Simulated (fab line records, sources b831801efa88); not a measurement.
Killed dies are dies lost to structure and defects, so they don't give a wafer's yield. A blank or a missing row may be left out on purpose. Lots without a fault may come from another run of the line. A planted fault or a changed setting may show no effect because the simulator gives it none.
fab line records | flow gf180mcu
record lots=24 wafers=72 last_day=34
route steps=602 shown CONTACT@305 V1@349 V2@384 M4@457 V4@500
lots that met no fault: from a run of the same line without faults
start_h: hours from the record's first day to the start of the lot's first wafer shown | wait_h: hours since the lot's step before | " the same as in the row above | L1.1+2: a row that stands for several wafers | - no value, or no start given | * or withheld: withheld | < > ~ a bound
route shown NAME@n: a module of which the file shows steps, and the number in the route of the first | usual: mean/standard deviation of fault-free wafers | same: alike in all rows | chamber/n: place in a boat | sites: the reading at each site | _std_site: their standard deviation | _edge_site: outer sites' mean less inner sites' | radius_mm: how far each site lies from the wafer's centre | mask NAME#n: copy n | behind: the tool/chamber that last shaped the wafer | hold: why the lot was held/for how many hours/how that ended | device: the transistor (n, p or np) that didn't switch | end of line: the same wafers' tests at the end of the route | a step without rows: its recipe alone | killed: dies lost to structure and defects at the first sort, not the wafer's yield | map: a wafer's dies, x killed, . not, _ none there
set.NAME: the setting as run; set.NAME@STEP: as run at that earlier step | model.NAME: the simulator's own value behind a step, which no gauge read
steps of the route over a sample of lots; a table a step, a row a wafer
services: from which hour (start_h, from the record's first day; less than 0 if before it) a tool's chamber was out of use, for how many hours, and why
## steps
# step GF_CONTACT_STRIP_18
# recipe chemistry=O2/N2 power_w=1400 pressure_mtorr=1500 platen_temp_c=250 o2_flow_sccm=3000 n2_flow_sccm=300 overash_fraction=0.5
# usual drypump_motor_current_A=6.1/0.33 heater_power_w=335/26 oes_product_au=0.580/0.0052
# columns lot.wafer tool chamber start_h wait_h drypump_motor_current_A heater_power_w oes_product_au rf_hours_counter_h
L074.3 plasma_asher-02 1 359.12 - 6.2 334 0.577 -
L074.4 " 0 " " 6.3 325 0.579 -
L074.6 " 1 " " 6.2 337 0.575 -
L075.4 plasma_asher-01 1 377.04 - 5.4 348 0.585 -
L075.5 " 0 " " 6.3 393 0.575 -
L075.6 " 1 " " 5.4 350 0.576 -
L076.1 plasma_asher-01 1 380.00 - 5.4 342 0.583 81
L076.2 " 0 " " 6.3 387 0.575 81
L076.4 " 0 " " 6.3 406 0.581 -
L077.3 plasma_asher-02 1 392.54 - 6.2 333 0.588 -
L077.5 " 1 " " 6.2 339 0.579 -
L077.6 " 0 " " 6.4 333 0.584 -
L078.2 plasma_asher-04 1 400.89 - 6.4 349 0.579 30
L078.4 " 1 " " 6.4 351 0.579 -
L078.5 " 0 " " 6.0 291 0.579 -
L079.1 plasma_asher-02 0 410.84 - 6.3 326 0.578 79
L079.2 " 1 " " 6.2 338 0.577 79
L079.3 " 1 " " 6.2 342 0.576 -
L080.2 plasma_asher-04 1 416.65 - 6.4 337 0.588 32
L080.3 " 0 " " 6.1 298 0.574 -
L080.4 " 1 " " 6.4 332 0.585 -
L081.1 plasma_asher-02 0 432.65 - 6.4 332 0.582 81
L081.5 " 0 " " 6.3 333 0.579 -
L081.6 " 1 " " 6.2 332 0.577 -
L082.2 plasma_asher-02 1 435.59 - 6.3 333 0.577 82
L082.3 " 0 " " 6.3 346 0.588 -
L082.5 " 0 " " 6.3 339 0.585 -
L083.1 plasma_asher-04 0 444.76 - 6.1 288 0.590 35
L083.5 " 0 " " 6.1 298 0.591 -
L083.6 " 1 " " 6.5 344 0.584 -
L084.1 plasma_asher-04 1 453.26 - 6.5 346 0.587 36
L084.2 " 0 " " 6.1 292 0.578 36
L084.5 " 0 " " 6.1 302 0.577 -
L085.3 plasma_asher-04 1 465.19 - 6.4 332 0.577 -
L085.4 " 0 " " 6.0 301 0.582 -
L085.5 " 0 " " 6.0 301 0.584 -
L086.1 plasma_asher-04 0 473.84 - 6.1 290 0.586 38
L086.3 " 0 " " 6.0 291 0.578 -
L086.6 " 1 " " 6.5 338 0.586 -
L087.1 plasma_asher-02 1 485.29 - 6.2 336 0.586 86
L087.2 " 0 " " 6.4 329 0.575 86
L087.6 " 0 " " 6.3 333 0.580 -
L088.1 plasma_asher-04 0 491.04 - 6.1 299 0.579 40
L088.2 " 1 " " 6.5 334 0.577 40
L088.5 " 1 " " 6.4 344 0.588 -
L089.2 plasma_asher-04 0 493.69 - 6.0 299 0.586 41
L089.3 " 0 " " 6.1 287 0.590 -
L089.5 " 0 " " 6.0 302 0.583 -
L090.1 plasma_asher-01 0 505.74 - 6.2 394 0.585 8
L090.4 " 0 " " 6.2 376 0.580 -
L090.6 " 1 " " 5.4 322 0.572 -
L091.1 plasma_asher-04 1 513.14 - 6.4 334 0.575 43
L091.4 " 0 " " 6.0 296 0.571 -
L091.6 " 0 " " 6.1 303 0.580 -
L092.2 plasma_asher-02 0 524.45 - 6.4 333 0.585 90
L092.4 " 1 " " 6.2 337 0.591 -
L092.6 " 0 " " 6.4 331 0.577 -
L093.1 plasma_asher-01 1 536.46 - 5.4 334 0.574 12
L093.3 " 1 " " 5.4 329 0.584 -
L093.4 " 0 " " 6.3 371 0.578 -
L094.1 plasma_asher-01 1 537.79 - 5.4 334 0.576 12
L094.2 " 0 " " 6.3 381 0.587 12
L094.5 " 0 " " 6.3 373 0.581 -
L095.1 plasma_asher-01 0 543.14 - 6.3 379 0.579 13
L095.4 " 0 " " 6.3 380 0.578 -
L095.5 " 1 " " 5.4 325 0.578 -
L096.2 plasma_asher-01 0 555.59 - 6.3 380 0.582 14
L096.3 " 1 " " 5.4 335 0.577 -
L096.4 " 0 " " 6.3 362 0.586 -
L097.2 plasma_asher-02 1 562.30 - 6.2 332 0.581 95
L097.4 " 0 " " 6.3 341 0.574 -
L097.5 " 1 " " 6.2 343 0.573 -
# step GF_V1_CD_MEAS_14
# recipe target_cd_nm=260
# usual cd_nm=259.8/1.5
# columns lot.wafer tool chamber start_h wait_h cd_nm
L074.3 cd_sem-01 - 407.26 0.1 259.6
L074.4 " - " " 259.1
L074.6 " - " " 259.4
L075.4 cd_sem-02 - 426.27 0.1 259.1
L075.5 " - " " 259.0
L075.6 " - " " 259.0
L076.1 cd_sem-01 - 429.93 0.1 257.9
L076.2 " - " " 259.0
L076.4 " - " " 258.4
L077.3 cd_sem-01 - 442.70 0.1 257.1
L077.5 " - " " 257.1
L077.6 " - " " 257.3
L078.2 cd_sem-02 - 450.70 0.1 259.9
L078.4 " - " " 260.7
L078.5 " - " " 258.9
L079.1 cd_sem-02 - 461.63 0.1 259.3
L079.2 " - " " 260.2
L079.3 " - " " 260.4
L080.2 cd_sem-02 - 467.80 0.1 261.1
L080.3 " - " " 259.3
L080.4 " - " " 260.7
L081.1 cd_sem-01 - 484.01 0.2 255.8
L081.5 " - " " 258.6
L081.6 " - " " 258.9
L082.2 cd_sem-01 - 486.30 0.1 261.4
L082.3 " - " " 260.4
L082.5 " - " " 260.6
L083.1 cd_sem-01 - 495.22 0.1 259.8
L083.5 " - " " 259.4
L083.6 " - " " 259.6
L084.1 cd_sem-02 - 503.27 0.1 259.8
L084.2 " - " " 260.4
L084.5 " - " " 260.8
L085.3 cd_sem-01 - 513.92 0.1 259.5
L085.4 " - " " 260.6
L085.5 " - " " 261.5
L086.1 cd_sem-01 - 524.11 0.1 257.5
L086.3 " - " " 258.2
L086.6 " - " " 258.1
L087.1 cd_sem-01 - 535.11 0.1 259.8
L087.2 " - " " 259.5
L087.6 " - " " 259.9
L088.1 cd_sem-01 - 539.83 0.1 261.6
L088.2 " - " " 261.3
L088.5 " - " " 260.9
L089.2 cd_sem-02 - 543.19 0.1 259.5
L089.3 " - " " 260.1
L089.5 " - " " 259.3
L090.1 cd_sem-01 - 554.08 0.1 261.6
L090.4 " - " " 260.7
L090.6 " - " " 259.6
L091.1 cd_sem-01 - 562.12 0.1 261.0
L091.4 " - " " 261.2
L091.6 " - " " 260.5
L092.2 cd_sem-01 - 571.79 0.1 263.1
L092.4 " - " " 262.1
L092.6 " - " " 261.7
L093.1 cd_sem-01 - 583.63 0.1 257.4
L093.3 " - " " 257.5
L093.4 " - " " 257.0
L094.1 cd_sem-01 - 584.87 0.1 259.8
L094.2 " - " " 259.7
L094.5 " - " " 259.0
L095.1 cd_sem-01 - 589.88 0.1 260.4
L095.4 " - " " 260.2
L095.5 " - " " 259.9
L096.2 cd_sem-01 - 600.99 0.1 260.8
L096.3 " - " " 260.5
L096.4 " - " " 260.7
L097.2 cd_sem-02 - 610.05 0.1 261.2
L097.4 " - " " 261.9
L097.5 " - " " 261.4
# step GF_V2_CVD_02
# recipe material=SiO2 target_thk_nm=850 precursor=TEOS temp_c=400 time_s=94.851 rf_w=600
# usual heater_power_w=628/71
# columns lot.wafer tool chamber start_h wait_h heater_power_w
L074.3 pecvd-03 1 434.03 0.1 725
L074.4 " 0 " " 659
L074.6 " 1 " " 592
L075.4 pecvd-03 0 453.63 0.1 698
L075.5 " 2 " " 584
L075.6 " 1 " " 655
L076.1 pecvd-03 0 456.94 0.1 709
L076.2 " 1 " " 588
L076.4 " 1 " " 667
L077.3 pecvd-01 2 469.56 0.1 451
L077.5 " 2 " " 511
L077.6 " 1 " " 544
L078.2 pecvd-03 0 477.35 0.0 582
L078.4 " 2 " " 585
L078.5 " 1 " " 721
L079.1 pecvd-03 0 488.25 0.1 697
L079.2 " 1 " " 725
L079.3 " 2 " " 682
L080.2 pecvd-03 1 494.24 0.0 689
L080.3 " 2 " " 715
L080.4 " 1 " " 715
L081.1 pecvd-03 2 510.54 0.1 576
L081.5 " 0 " " 674
L081.6 " 1 " " 706
L082.2 pecvd-01 2 512.04 0.0 540
L082.3 " 1 " " 541
L082.5 " 2 " " 445
L083.1 pecvd-03 2 521.57 0.1 594
L083.5 " 1 " " 605
L083.6 " 2 " " 670
L084.1 pecvd-02 0 528.88 0.1 572
L084.2 " 1 " " 657
L084.5 " 2 " " 645
L085.3 pecvd-02 2 539.66 0.0 706
L085.4 " 0 " " 546
L085.5 " 2 " " 560
L086.1 pecvd-01 2 549.74 0.1 471
L086.3 " 1 " " 579
L086.6 " 0 " " 589
L087.1 pecvd-02 0 560.10 0.1 576
L087.2 " 1 " " 620
L087.6 " 0 " " 633
L088.1 pecvd-01 1 564.10 0.1 493
L088.2 " 0 " " 548
L088.5 " 0 " " 580
L089.2 pecvd-03 1 567.89 0.0 715
L089.3 " 0 " " 648
L089.5 " 1 " " 604
L090.1 pecvd-03 2 578.52 0.1 697
L090.4 " 2 " " 589
L090.6 " 1 " " 706
L091.1 pecvd-02 2 586.17 0.1 698
L091.4 " 0 " " 673
L091.6 " 1 " " 632
L092.2 pecvd-01 1 596.04 0.0 588
L092.4 " 1 " " 632
L092.6 " 0 " " 584
L093.1 pecvd-01 2 607.39 0.1 518
L093.3 " 0 " " 600
L093.4 " 1 " " 594
L094.1 pecvd-03 2 608.34 0.1 683
L094.2 " 1 " " 737
L094.5 " 1 " " 586
L095.1 pecvd-02 1 612.78 0.1 646
L095.4 " 1 " " 687
L095.5 " 0 " " 535
L096.2 pecvd-03 0 624.81 0.0 586
L096.3 " 1 " " 617
L096.4 " 1 " " 688
L097.2 pecvd-03 2 633.45 0.0 725
L097.4 " 1 " " 742
L097.5 " 2 " " 584
# step GF_M4_SPUTTER_01
# recipe material=TiN target_thk_nm=30 power_w=6500 time_s=25 chamber_pressure_pa=0.4
# usual throttle_valve_pct=30.4/0.9
# columns lot.wafer tool chamber start_h wait_h throttle_valve_pct
L074.3 pvd_sputter-04 - 510.88 0.1 31.5
L074.4 " - " " 30.4
L074.6 " - " " 31.7
L075.4 pvd_sputter-02 - 529.71 0.1 30.4
L075.5 " - " " 29.2
L075.6 " - " " 30.4
L076.1 pvd_sputter-02 - 533.06 0.1 31.3
L076.2 " - " " 29.3
L076.4 " - " " 30.4
L077.3 pvd_sputter-04 - 545.13 0.1 30.0
L077.5 " - " " 31.4
L077.6 " - " " 29.4
L078.2 pvd_sputter-04 - 552.13 0.1 30.3
L078.4 " - " " 30.5
L078.5 " - " " 29.8
L079.1 pvd_sputter-02 - 562.90 0.1 30.2
L079.2 " - " " 29.2
L079.3 " - " " 30.4
L080.2 pvd_sputter-02 - 567.34 0.1 29.8
L080.3 " - " " 29.0
L080.4 " - " " 31.3
L081.1 pvd_sputter-02 - 582.73 0.1 30.5
L081.5 " - " " 30.0
L081.6 " - " " 30.3
L082.2 pvd_sputter-04 - 584.29 0.1 30.5
L082.3 " - " " 31.7
L082.5 " - " " 30.5
L083.1 pvd_sputter-03 - 593.45 0.1 31.8
L083.5 " - " " 31.8
L083.6 " - " " 29.0
L084.1 pvd_sputter-04 - 599.58 0.1 31.6
L084.2 " - " " 29.7
L084.5 " - " " 31.7
L085.3 pvd_sputter-04 - 609.24 0.1 30.3
L085.4 " - " " 29.6
L085.5 " - " " 31.6
L086.1 pvd_sputter-02 - 619.05 0.1 29.1
L086.3 " - " " 30.0
L086.6 " - " " 30.5
L087.1 pvd_sputter-04 - 629.51 0.1 30.6
L087.2 " - " " 29.7
L087.6 " - " " 31.7
L088.1 pvd_sputter-03 - 631.95 0.1 31.7
L088.2 " - " " 30.8
L088.5 " - " " 28.8
L089.2 pvd_sputter-04 - 636.38 0.1 30.7
L089.3 " - " " 30.4
L089.5 " - " " 30.6
L090.1 pvd_sputter-02 - 645.80 0.1 30.5
L090.4 " - " " 29.2
L090.6 " - " " 30.3
L091.1 pvd_sputter-02 - 652.64 0.1 31.3
L091.4 " - " " 29.3
L091.6 " - " " 31.1
L092.2 pvd_sputter-03 - 662.22 0.1 30.7
L092.4 " - " " 31.7
L092.6 " - " " 31.0
L093.1 pvd_sputter-03 - 672.71 0.1 31.7
L093.3 " - " " 30.8
L093.4 " - " " 28.6
L094.1 pvd_sputter-04 - 674.85 0.1 31.6
L094.2 " - " " 30.2
L094.5 " - " " 30.6
L095.1 pvd_sputter-02 - 677.81 0.1 29.2
L095.4 " - " " 30.3
L095.5 " - " " 29.2
L096.2 pvd_sputter-02 - 688.83 0.1 30.3
L096.3 " - " " 29.3
L096.4 " - " " 31.2
L097.2 pvd_sputter-04 - 697.10 0.1 29.7
L097.4 " - " " 31.5
L097.5 " - " " 30.4
# step GF_M4_THK_MEAS_06
# recipe thk_meas_gauge=xrf reads=AlCu_of_M4_SPUTTER_02
# usual M4_ALCU_THK=437/3.6
# columns lot.wafer tool chamber start_h wait_h M4_ALCU_THK[nm]
L074.3 film_metro-02 - 511.14 0.1 440
L074.4 " - " " 440
L074.6 " - " " 441
L075.4 film_metro-04 - 529.98 0.1 429
L075.5 " - " " 437
L075.6 " - " " 433
L076.1 film_metro-03 - 533.30 0.1 439
L076.2 " - " " 440
L076.4 " - " " 437
L077.3 film_metro-03 - 545.39 0.1 440
L077.5 " - " " 441
L077.6 " - " " 439
L078.2 film_metro-04 - 552.38 0.1 435
L078.4 " - " " 432
L078.5 " - " " 430
L079.1 film_metro-02 - 563.14 0.1 436
L079.2 " - " " 433
L079.3 " - " " 433
L080.2 film_metro-03 - 567.59 0.1 434
L080.3 " - " " 437
L080.4 " - " " 439
L081.1 film_metro-02 - 582.97 0.1 434
L081.5 " - " " 432
L081.6 " - " " 429
L082.2 film_metro-03 - 584.54 0.1 437
L082.3 " - " " 440
L082.5 " - " " 439
L083.1 film_metro-03 - 593.69 0.1 435
L083.5 " - " " 436
L083.6 " - " " 436
L084.1 film_metro-02 - 599.82 0.1 433
L084.2 " - " " 435
L084.5 " - " " 435
L085.3 film_metro-03 - 609.51 0.1 441
L085.4 " - " " 441
L085.5 " - " " 436
L086.1 film_metro-03 - 619.29 0.1 436
L086.3 " - " " 439
L086.6 " - " " 436
L087.1 film_metro-04 - 629.75 0.1 439
L087.2 " - " " 438
L087.6 " - " " 435
L088.1 film_metro-02 - 632.19 0.1 441
L088.2 " - " " 440
L088.5 " - " " 440
L089.2 film_metro-03 - 636.63 0.1 434
L089.3 " - " " 434
L089.5 " - " " 430
L090.1 film_metro-03 - 646.04 0.1 438
L090.4 " - " " 438
L090.6 " - " " 439
L091.1 film_metro-02 - 652.88 0.1 431
L091.4 " - " " 434
L091.6 " - " " 440
L092.2 film_metro-03 - 662.47 0.1 444
L092.4 " - " " 443
L092.6 " - " " 446
L093.1 film_metro-03 - 672.99 0.1 443
L093.3 " - " " 441
L093.4 " - " " 439
L094.1 film_metro-02 - 675.09 0.1 439
L094.2 " - " " 438
L094.5 " - " " 444
L095.1 film_metro-02 - 678.05 0.1 438
L095.4 " - " " 434
L095.5 " - " " 435
L096.2 film_metro-04 - 689.08 0.1 442
L096.3 " - " " 438
L096.4 " - " " 440
L097.2 film_metro-03 - 697.35 0.1 439
L097.4 " - " " 440
L097.5 " - " " 434
# step GF_V4_RS_MEAS_24
# recipe thk_meas_gauge=four-point-probe reads=W_of_V4_CVD_23+TiN_of_V4_SPUTTER_22+Ti_of_V4_SPUTTER_21
# usual V4_W_RS=0.323/0.0059
# columns lot.wafer tool chamber start_h wait_h V4_W_RS[ohm/sq]
L074.3 film_metro-02 - 559.82 0.1 0.323
L074.4 " - " " 0.315
L074.6 " - " " 0.325
L075.4 film_metro-04 - 576.66 0.1 0.331
L075.5 " - " " 0.321
L075.6 " - " " 0.331
L076.1 film_metro-02 - 580.86 0.1 0.324
L076.2 " - " " 0.316
L076.4 " - " " 0.317
L077.3 film_metro-04 - 592.04 0.1 0.315
L077.5 " - " " 0.328
L077.6 " - " " 0.316
L078.2 film_metro-04 - 597.22 0.1 0.328
L078.4 " - " " 0.319
L078.5 " - " " 0.328
L079.1 film_metro-04 - 607.21 0.1 0.325
L079.2 " - " " 0.320
L079.3 " - " " 0.318
L080.2 film_metro-01 - 612.42 0.1 0.323
L080.3 " - " " 0.326
L080.4 " - " " 0.315
L081.1 film_metro-01 - 626.66 0.1 0.318
L081.5 " - " " 0.329
L081.6 " - " " 0.316
L082.2 film_metro-01 - 628.59 0.1 0.323
L082.3 " - " " 0.329
L082.5 " - " " 0.325
L083.1 film_metro-04 - 637.95 0.1 0.319
L083.5 " - " " 0.329
L083.6 " - " " 0.315
L084.1 film_metro-02 - 643.43 0.1 0.328
L084.2 " - " " 0.318
L084.5 " - " " 0.318
L085.3 film_metro-02 - 653.06 0.1 0.325
L085.4 " - " " 0.322
L085.5 " - " " 0.320
L086.1 film_metro-04 - 661.61 0.1 0.329
L086.3 " - " " 0.328
L086.6 " - " " 0.325
L087.1 film_metro-02 - 671.80 0.1 0.321
L087.2 " - " " 0.334
L087.6 " - " " 0.330
L088.1 film_metro-04 - 675.07 0.1 0.323
L088.2 " - " " 0.317
L088.5 " - " " 0.325
L089.2 film_metro-01 - 678.16 0.2 0.333
L089.3 " - " " 0.330
L089.5 " - " " 0.330
L090.1 film_metro-04 - 686.40 0.1 0.318
L090.4 " - " " 0.315
L090.6 " - " " 0.329
L091.1 film_metro-01 - 693.71 0.1 0.312
L091.4 " - " " 0.327
L091.6 " - " " 0.318
L092.2 film_metro-02 - 701.99 0.1 0.319
L092.4 " - " " 0.327
L092.6 " - " " 0.328
L093.1 film_metro-01 - 712.90 0.1 0.327
L093.3 " - " " 0.319
L093.4 " - " " 0.327
L094.1 film_metro-02 - 715.00 0.1 0.320
L094.2 " - " " 0.329
L094.5 " - " " 0.317
L095.1 film_metro-01 - 717.95 0.1 0.331
L095.4 " - " " 0.330
L095.5 " - " " 0.317
L096.2 film_metro-02 - 727.35 0.1 0.328
L096.3 " - " " 0.330
L096.4 " - " " 0.319
L097.2 film_metro-02 - 735.82 0.1 0.324
L097.4 " - " " 0.327
L097.5 " - " " 0.324
## services
# columns tool chamber start_h hours kind
plasma_asher-04 - 348.01 2.8 repair
plasma_asher-04 - 350.83 15.6 pm
pecvd-03 - 368.88 14.0 pm
pecvd-01 1 369.75 19.7 repair
pecvd-01 - 389.61 0.5 repair
plasma_asher-01 - 409.91 11.0 repair
pecvd-01 1 419.70 6.5 repair
pecvd-03 2 420.40 18.6 repair
plasma_asher-01 - 421.25 9.0 pm
plasma_asher-04 - 434.94 2.1 repair
pvd_sputter-04 - 440.63 11.4 repair
pecvd-01 - 441.70 14.6 pm
pecvd-03 2 441.84 4.7 repair
plasma_asher-02 - 456.12 2.5 repair
pvd_sputter-04 - 473.87 0.5 repair
pecvd-03 - 474.16 2.8 pm
plasma_asher-02 - 478.82 2.8 pm
pecvd-03 - 531.49 4.3 pm
plasma_asher-04 - 547.54 18.9 repair
pvd_sputter-04 - 581.81 2.1 repair
plasma_asher-04 - 655.33 2.8 pm
plasma_asher-01 - 667.04 1.1 repair
pvd_sputter-04 - 683.55 1.5 repair
plasma_asher-04 - 689.54 4.9 repair
## key
fault none
